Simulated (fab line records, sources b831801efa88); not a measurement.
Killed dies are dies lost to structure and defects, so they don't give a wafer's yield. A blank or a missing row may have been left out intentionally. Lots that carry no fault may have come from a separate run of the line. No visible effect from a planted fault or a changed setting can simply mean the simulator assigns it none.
fab line records	flow sky130
record lots=11	wafers=33	last_day=50
route steps=708 shown VT_ADJUST_HVTP@96 VT_ADJUST_LVTN@106 VT_ADJUST_NCORE@127 GATE_OXIDE@188
lots that met no fault: taken from a fault-free run of the same line
start_h: hours from the record's opening day to when the first of the lot's shown wafers began	wait_h: how many hours have passed since the lot's step before this one	" repeats the value in the row above	L1.1+2: several wafers, shown together as one row	- no value present, or no start provided	* or withheld: withheld	< > ~ a bound
route shown NAME@n: a module of which the file shows steps, and the number in the route of the first	usual: the fault-free wafers' mean and standard deviation	same: alike in all rows	chamber/n: place in a boat	sites: the reading at each site	_std_site: the standard deviation of these	_edge_site: outer sites' mean less inner sites'	radius_mm: how far each site lies from the wafer's centre	mask NAME#n: copy n	behind: the most recent tool/chamber to have shaped the wafer	hold: why the lot was held/for how many hours/how that ended	device: transistor that didn't switch, given as n, p or np	end of line: tests of these same wafers at the route's end	for a step that has no rows: nothing shown but its recipe	killed: dies lost to structure and defects at the first sort, not the wafer's yield	map: a wafer's dies, marking killed ones x, the rest . and places with no die _
set.NAME: the setting the step ran with; set.NAME@STEP: the setting that earlier step ran with	model.NAME: the simulator's own value behind a step, which no gauge read
steps of the route over a sample of lots; a table a step, a row a wafer
services: from which hour (start_h, from the record's first day; less than 0 if before it) a tool's chamber was out of use, for how many hours, and why
## steps
# step SKY_VT_ADJUST_HVTP_TW_MEAS_11
# usual VT_ADJUST_HVTP_TW=1351/9.9
lot.wafer	tool	chamber	start_h	wait_h	VT_ADJUST_HVTP_TW
L579.2	film_metro-01	-	120.44	0.1	1359
L579.4	"	-	"	"	1369
L579.6	"	-	"	"	1361
L582.1	film_metro-03	-	136.25	0.1	1349
L582.3	"	-	"	"	1341
L582.4	"	-	"	"	1348
L584.2	film_metro-02	-	148.60	0.1	1341
L584.4	"	-	"	"	1336
L584.5	"	-	"	"	1346
L586.3	film_metro-01	-	164.77	0.1	1354
L586.4	"	-	"	"	1343
L586.5	"	-	"	"	1353
L588.2	film_metro-02	-	173.69	0.1	1339
L588.3	"	-	"	"	1339
L588.4	"	-	"	"	1340
L595.1	film_metro-03	-	245.20	0.1	1341
L595.2	"	-	"	"	1355
L595.3	"	-	"	"	1345
L596.1	film_metro-01	-	245.99	0.1	1360
L596.5	"	-	"	"	1365
L596.6	"	-	"	"	1372
L597.2	film_metro-02	-	254.80	0.1	1337
L597.3	"	-	"	"	1344
L597.4	"	-	"	"	1347
L598.1	film_metro-02	-	256.04	0.1	1339
L598.5	"	-	"	"	1336
L598.6	"	-	"	"	1341
L600.1	film_metro-01	-	266.48	0.1	1362
L600.3	"	-	"	"	1357
L600.4	"	-	"	"	1372
L599.1	film_metro-01	-	267.08	0.1	1354
L599.2	"	-	"	"	1362
L599.3	"	-	"	"	1361
# step SKY_VT_ADJUST_LVTN_STRIP_09
# recipe chemistry=O2/N2	power_w=1400	pressure_mtorr=1500	platen_temp_c=withheld	o2_flow_sccm=3000	n2_flow_sccm=300	overash_fraction=0.5
# usual drypump_motor_current_A=5.8/0.38	oes_product_au=0.722/0.0041	strip_time_to_endpoint_s=36.87/0.11
lot.wafer	tool	chamber	start_h	wait_h	drypump_motor_current_A	oes_product_au	rf_hours_counter_h	strip_time_to_endpoint_s
L579.2	plasma_asher-04	1	138.02	0.1	5.7	0.718	46	36.81
L579.4	"	1	"	"	5.7	0.726	-	36.89
L579.6	"	1	"	"	5.7	0.723	-	36.87
L582.1	plasma_asher-03	1	154.37	0.1	5.5	0.721	3	36.83
L582.3	"	1	"	"	5.6	0.718	-	36.74
L582.4	"	0	"	"	5.2	0.718	-	36.75
L584.2	plasma_asher-03	1	166.72	0.1	5.6	0.715	5	37.05
L584.4	"	1	"	"	5.6	0.721	-	36.89
L584.5	"	0	"	"	5.2	0.722	-	36.97
L586.3	plasma_asher-03	1	184.10	0.1	5.6	0.728	-	36.87
L586.4	"	0	"	"	5.2	0.724	-	37.00
L586.5	"	1	"	"	5.5	0.720	-	36.84
L588.2	plasma_asher-04	1	194.42	0.1	5.7	0.728	51	37.00
L588.3	"	0	"	"	5.8	0.715	-	36.99
L588.4	"	1	"	"	5.7	0.726	-	36.91
L595.1	plasma_asher-01	1	268.72	0.1	6.6	0.721	56	36.85
L595.2	"	0	"	"	5.6	0.717	56	36.93
L595.3	"	1	"	"	6.6	0.718	-	36.87
L596.1	plasma_asher-03	1	269.03	0.1	5.5	0.732	15	36.77
L596.5	"	0	"	"	5.2	0.729	-	36.80
L596.6	"	1	"	"	5.5	0.723	-	36.82
L597.2	plasma_asher-01	0	279.08	0.1	5.6	0.721	57	36.90
L597.3	"	0	"	"	5.6	0.717	-	36.86
L597.4	"	1	"	"	6.6	0.721	-	36.88
L598.1	plasma_asher-04	1	280.42	0.1	5.7	0.720	60	37.15
L598.5	"	0	"	"	5.8	0.719	-	37.03
L598.6	"	1	"	"	5.7	0.725	-	37.04
L600.1	plasma_asher-04	0	291.53	0.1	5.8	0.726	61	37.02
L600.3	"	1	"	"	5.7	0.725	-	37.07
L600.4	"	0	"	"	5.8	0.714	-	37.01
L599.1	plasma_asher-01	1	292.07	0.1	6.6	0.726	59	36.95
L599.2	"	0	"	"	5.6	0.723	59	36.95
L599.3	"	1	"	"	6.6	0.721	-	36.99
# step SKY_VT_ADJUST_NCORE_OVL_MEAS_08
# usual VT_ADJUST_NCORE_OVL=-0.2/1.3
lot.wafer	tool	chamber	start_h	wait_h	VT_ADJUST_NCORE_OVL[nm]
L579.2	overlay-01	-	174.46	0.1	0.0
L579.4	"	-	"	"	0.5
L579.6	"	-	"	"	0.6
L582.1	overlay-01	-	193.11	0.1	-0.6
L582.3	"	-	"	"	-2.4
L582.4	"	-	"	"	-0.6
L584.2	overlay-01	-	207.96	0.1	0.1
L584.4	"	-	"	"	0.2
L584.5	"	-	"	"	-1.3
L586.3	overlay-02	-	226.76	0.1	-2.6
L586.4	"	-	"	"	-1.5
L586.5	"	-	"	"	-2.1
L588.2	overlay-01	-	236.91	0.1	0.4
L588.3	"	-	"	"	0.3
L588.4	"	-	"	"	0.9
L595.1	overlay-01	-	320.10	0.1	-1.9
L595.2	"	-	"	"	-0.8
L595.3	"	-	"	"	-2.1
L596.1	overlay-02	-	320.29	0.1	0.6
L596.5	"	-	"	"	-0.3
L596.6	"	-	"	"	0.3
L597.2	overlay-01	-	331.51	0.1	-0.5
L597.3	"	-	"	"	-1.6
L597.4	"	-	"	"	-0.7
L598.1	overlay-02	-	333.20	0.1	-0.1
L598.5	"	-	"	"	0.6
L598.6	"	-	"	"	-0.2
L600.1	overlay-01	-	344.49	0.1	-0.1
L600.3	"	-	"	"	-1.0
L600.4	"	-	"	"	-1.5
L599.1	overlay-02	-	345.30	0.1	2.1
L599.2	"	-	"	"	1.9
L599.3	"	-	"	"	0.7
# step SKY_GATE_OXIDE_OXIDATION_01
# recipe temp_c=900	ambient=O2	stabilise_s=600	purge_s=300	target_thk_a=102.68	ox_time_s=1473
# usual spike_tc_bottom_C=918.7/1.3	spike_tc_centre_C=902.0/1	spike_tc_lower_C=900.1/1.2	spike_tc_upper_C=899.4/1	tube_center_temp_C=899.99/0.08	tube_center_temp_C_max=902.3/0.41
# same stabilise_s=600
lot.wafer	tool	chamber	start_h	wait_h	spike_tc_bottom_C	spike_tc_centre_C	spike_tc_lower_C	spike_tc_upper_C	tube_center_temp_C	tube_center_temp_C_max
L579.2	furnace-01	0	271.52	1.1	918.9	901.9	901.1	899.1	899.98	901.9
L579.4	"	0	"	"	919.6	902.6	899.9	900.1	899.96	902.2
L579.6	"	0	"	"	918.9	903.4	900.5	897.3	899.99	902.3
L582.1	furnace-01	0	291.71	0.0	919.4	902.2	900.9	900.2	900	901.8
L582.3	"	0	"	"	918.0	903.5	901.7	899.5	900.13	902.9
L582.4	"	0	"	"	919.0	900.6	899.9	899.4	899.97	903.9
L584.2	furnace-01	0	309.56	0.0	920.4	900.3	900.2	898.6	899.94	902.3
L584.4	"	0	"	"	918.6	902.5	899.6	900.7	899.98	901.9
L584.5	"	0	"	"	918.1	902.1	900.6	899.2	900.09	901.9
L586.3	furnace-01	0	332.93	0.8	913.5	897.7	895.1	891.3	894	896.2
L586.4	"	0	"	"	912.2	897.5	894.5	893.1	894.01	896.1
L586.5	"	0	"	"	913.2	896.1	893.0	893.6	894.14	896.9
L588.2	furnace-01	0	347.40	0.4	915.4	896.1	895.9	893.0	894.14	896.0
L588.3	"	0	"	"	914.1	895.8	895.3	892.2	894.16	897.3
L588.4	"	0	"	"	913.9	897.1	895.5	893.4	894.16	896.8
L595.1	furnace-01	0	448.20	0.0	919.0	902.7	900.7	900.7	900.07	902.9
L595.2	"	0	"	"	919.9	903.5	901.5	898.9	900.14	902.6
L595.3	"	0	"	"	918.5	903.6	901.9	900.0	900.13	902.4
L596.1	furnace-02	0	449.16	0.7	918.2	903.0	899.5	899.4	900.06	901.9
L596.5	"	0	"	"	918.0	901.3	900.4	897.4	899.93	902.1
L596.6	"	0	"	"	917.6	901.1	899.6	899.2	900.09	901.9
L597.2	furnace-02	0	458.72	0.8	918.3	902.7	899.8	899.4	899.74	902.2
L597.3	"	0	"	"	919.2	902.1	901.4	900.2	899.96	902.6
L597.4	"	0	"	"	917.5	901.4	899.1	899.9	899.94	902.2
L598.1	furnace-01	0	463.82	1.9	917.2	902.3	899.8	898.8	899.89	902.1
L598.5	"	0	"	"	918.9	902.1	902.0	897.3	899.82	902.2
L598.6	"	0	"	"	918.2	902.0	899.9	898.4	900.05	902.5
L599.1	furnace-01	0	471.51	0.2	919.9	903.5	899.9	897.2	900.07	902.6
L599.2	"	0	"	"	919.0	901.3	901.0	898.8	899.9	902.6
L599.3	"	0	"	"	921.4	902.0	899.7	899.8	899.83	902.5
L600.1	furnace-01	0	471.51	2.1	917.6	902.4	900.0	898.3	900.13	902.7
L600.3	"	0	"	"	920.1	902.8	898.8	898.7	900.06	902.6
L600.4	"	0	"	"	919.3	900.7	899.8	899.0	900	901.7
# step SKY_GATE_OXIDE_THK_MEAS_02
# recipe reads=SiO2_of_GATE_OXIDE_OXIDATION_01
# usual GATE_OXIDE_OXIDATION_00_THK=10.27/0.18
lot.wafer	tool	chamber	start_h	wait_h	GATE_OXIDE_OXIDATION_00_THK[nm]
L579.2	film_metro-04	-	272.94	0.0	10.35
L579.4	"	-	"	"	10.38
L579.6	"	-	"	"	10.50
L582.1	film_metro-04	-	293.12	0.0	10.12
L582.3	"	-	"	"	10.07
L582.4	"	-	"	"	10.11
L584.2	film_metro-01	-	310.98	0.0	10.61
L584.4	"	-	"	"	10.54
L584.5	"	-	"	"	10.52
L586.3	film_metro-01	-	334.36	0.0	9.66
L586.4	"	-	"	"	9.47
L586.5	"	-	"	"	9.57
L588.2	film_metro-02	-	348.82	0.0	9.31
L588.3	"	-	"	"	9.33
L588.4	"	-	"	"	9.35
L595.1	film_metro-02	-	449.61	0.0	10.56
L595.2	"	-	"	"	10.67
L595.3	"	-	"	"	10.42
L596.1	film_metro-01	-	450.57	0.0	9.93
L596.5	"	-	"	"	10.04
L596.6	"	-	"	"	10.03
L597.2	film_metro-04	-	460.14	0.0	10.20
L597.3	"	-	"	"	10.34
L597.4	"	-	"	"	10.12
L598.1	film_metro-02	-	465.23	0.0	10.47
L598.5	"	-	"	"	10.32
L598.6	"	-	"	"	10.45
L599.1	film_metro-02	-	472.92	0.0	10.52
L599.2	"	-	"	"	10.41
L599.3	"	-	"	"	10.57
L600.1	film_metro-01	-	472.92	0.0	10.38
L600.3	"	-	"	"	10.21
L600.4	"	-	"	"	10.34
## services
tool	chamber	start_h	hours	kind
plasma_asher-03	0	117.75	-	clean
plasma_asher-03	1	117.75	-	clean
furnace-02	-	160.51	3.6	pm
plasma_asher-04	-	161.13	4.4	repair
plasma_asher-01	-	206.96	1.0	repair
plasma_asher-01	-	218.87	2.1	repair
furnace-01	-	231.31	7.9	pm
furnace-01	-	240.40	2.8	pm
furnace-02	-	250.68	3.7	pm
plasma_asher-04	-	257.49	4.1	repair
plasma_asher-03	-	287.31	7.6	repair
plasma_asher-04	-	304.95	5.3	repair
plasma_asher-01	-	371.90	3.5	repair
plasma_asher-04	-	378.98	4.0	pm
furnace-01	-	403.91	7.1	pm
plasma_asher-04	-	405.54	2.8	pm
furnace-02	-	412.20	3.9	pm
plasma_asher-01	-	413.08	0.5	repair
furnace-01	-	416.79	3.8	pm
plasma_asher-04	-	421.25	9.0	pm
plasma_asher-04	-	444.01	14.6	pm
plasma_asher-01	-	453.44	2.8	pm
plasma_asher-03	-	456.97	32.9	repair
plasma_asher-01	-	466.05	5.0	repair
## key
first_sign step=SKY_GATE_OXIDE_OXIDATION_01	reading=tube_center_temp_C	direction=down	sigmas=65	usual=*	struck=*
effect step=SKY_GATE_OXIDE_OXIDATION_01	reading=tube_center_temp_C_max	direction=down	sigmas=14	usual=*	struck=*
effect step=SKY_GATE_OXIDE_THK_MEAS_02	reading=GATE_OXIDE_OXIDATION_00_THK	direction=down	sigmas=4.4	usual=10.27	struck=9.45
met_at SKY_GATE_OXIDE_OXIDATION_01
struck_lots L586,L588
tester_left_out L586,L588
not_acting_at SKY_VT_ADJUST_HVTP_TW_MEAS_11,SKY_VT_ADJUST_LVTN_STRIP_09,SKY_VT_ADJUST_NCORE_OVL_MEAS_08
onset_between 309.56 332.93
fault kind=process_parameter_drift	tool=furnace-01	chamber=-	onset_h=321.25	steps=SKY_GATE_OXIDE_OXIDATION_01	channel=temp_c	offset=*	shape=step	end_h=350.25	acts_in=*	stated=*
# tester_left_out: of these lots the tester's yield and bins aren't shown, on N5 and GAA mostly nor the transistor test; their killed dies are dies lost to structure and defects alone, not to doping, threshold or leakage, so they don't give the yield
